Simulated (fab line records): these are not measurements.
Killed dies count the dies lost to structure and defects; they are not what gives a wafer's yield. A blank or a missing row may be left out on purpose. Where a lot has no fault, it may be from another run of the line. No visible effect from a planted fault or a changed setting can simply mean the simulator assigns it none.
Which tool did it?	flow sky130	21 wafers from 7 lots sampled at 2 of the route's 708 steps

## WHAT THE GAUGES SHOWED, per wafer
SKY_SD_P_CD_MEAS_07: the cd target is 380 nm.
lot	measured	on	cd nm (nm)
L845	day 25 17:37	cd sem-02	378 375 378
L849	day 27 21:34	cd sem-02	374 374 374
L859	day 30 08:55	cd sem-02	- - -
L861	day 31 00:44	cd sem-01	- - -
L863	day 31 09:20	cd sem-02	378 379 380
L864	day 32 10:55	cd sem-01	382 382 383
L867	day 32 18:58	cd sem-01	377 376 375

## EACH LOT AND THE TOOL THAT RAN IT (in order: tool; ch and the chambers of the sampled wafers; start)
lot	SKY_SD_P_COAT_02
L845	litho track-01 ch 0, day 25 03:31
L849	litho track-04 ch 0, day 27 07:26
L859	litho track-04, day 29 19:14
L861	litho track-03, day 30 09:54
L863	litho track-04 ch 0, day 30 18:40
L864	litho track-03 ch 0, day 31 20:42
L867	litho track-03 ch 0, day 32 05:00
- SKY_SD_P_COAT_02: resist thk 1140 nm.

## THE ANSWER, worked out from the rows above alone
Rule: the lots themselves supply what counts as usual. Put in order of their means at a reading, lots are off if they are a third of the lots or fewer, leave a main group of 4 or more, and stand apart from it by a gap of 3 or more times the standard deviation of the main group's means; of several such gaps the widest counts. The tables above print the reading to a certain number of digits; a main group whose means all agree to those digits is not used. Also off: a lot with no number at a reading for which 4 or more lots have one. Where the step has rows for the other lots, those lots are counted as sound.
Off: L859, L861, at SKY_SD_P_CD_MEAS_07 (cd nm). Without a number there: L859, L861. Mean 378 nm and standard deviation 2.8 in the main group.
A tool fits if, at a process step before that reading, it ran every lot that is off, and no sound lot after the first of them. Those tools and the gauges at SKY_SD_P_CD_MEAS_07 are tried in the same way. No candidate that was tried fits.

## WHAT THE SIMULATOR HAD INSERTED
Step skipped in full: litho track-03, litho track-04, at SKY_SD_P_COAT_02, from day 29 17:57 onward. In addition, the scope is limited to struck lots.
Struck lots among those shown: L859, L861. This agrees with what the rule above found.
